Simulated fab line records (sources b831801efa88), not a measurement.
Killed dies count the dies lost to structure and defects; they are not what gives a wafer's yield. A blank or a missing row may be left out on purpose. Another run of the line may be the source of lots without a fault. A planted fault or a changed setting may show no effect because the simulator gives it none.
One fault through the eyes of 2 desks | flow gf180mcu | what lay behind the numbers comes last; until then each desk has only its own

== METROLOGY DESK ==
Lot by lot, what the gauges showed, no matter which tool ran the lot: averages of those sampled wafers that carry a number. Any lot whose mean is over 4 standard deviations away from the usual mean is out of limits and marked OUT; that distance is given in the brackets.
Columns: A = V1_CVD_02_THK at GF_V1_THK_MEAS_03, usual 854 nm; B = V1_OVL at GF_V1_OVL_MEAS_15, usual 2 nm
lot  | first seen here | A              | B
L669 | day 17 00:38    | 845            | -9
L673 | day 18 11:25    | 853            | 1
L676 | day 19 21:51    | 862            | 1
L680 | day 21 09:02    | 871            | 4
L683 | day 22 10:38    | 948 (+7.8) OUT | -2
L684 | day 22 14:40    | 867            | 6
L685 | day 22 20:48    | 946 (+7.7) OUT | -4
L687 | day 23 11:34    | 846            | 5
L689 | day 23 23:05    | 860            | -2
L691 | day 24 17:05    | 852            | -2
L692 | day 24 21:07    | 846            | 5
This desk finds L683, L685 out of limits, with the earliest case on L683 at day 22 10:38 (V1_CVD_02_THK at GF_V1_THK_MEAS_03). Within limits: L669, L673, L676, L680, L684, L687, L689, L691, L692.

== TOOL OWNER'S DESK, pecvd-02 ==
The tool's own readings at GF_V1_CVD_02 (deposits SiO2 from TEOS, target thk 850 nm, time 94.851 s): means of the sampled wafers that have a number, for each lot that ran on this tool. Any lot whose mean is over 4 standard deviations away from the usual mean is out of limits and marked OUT; that distance is given in the brackets.
Columns: A = heater power w at GF_V1_CVD_02, usual 641 W; B = rf fwd power W at GF_V1_CVD_02, usual 596.1 W
lot  | first seen here | A   | B
L673 | day 18 11:21    | 609 | 595.4
L680 | day 21 08:56    | 603 | 594.5
L683 | day 22 10:34    | 445 | 836.0 (+99 or more) OUT
L685 | day 22 20:44    | 544 | 839.6 (+99 or more) OUT
This desk's finding: out of limits on L683, L685; first on L683, day 22 10:34 (rf fwd power W at GF_V1_CVD_02). Within limits: L673, L680.

== ALL TOGETHER ==
The tool owner's desk could have raised an alarm at day 22 10:34, on L683, L685.
On L683, L685, the metrology desk was in a position to raise an alarm at day 22 10:38.
GF_V1_CVD_02 was run on pecvd-02 by each of the lots named.

== WHAT WAS PUT IN BY THE SIMULATOR ==
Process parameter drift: pecvd-02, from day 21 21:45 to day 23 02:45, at GF_V1_CVD_02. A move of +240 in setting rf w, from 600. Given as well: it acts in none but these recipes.
Struck lots among those shown: L683, L685.
Time in hours from fault onset to the first out-of-limits reading at each desk: tool owner's desk 13, metrology desk 13.
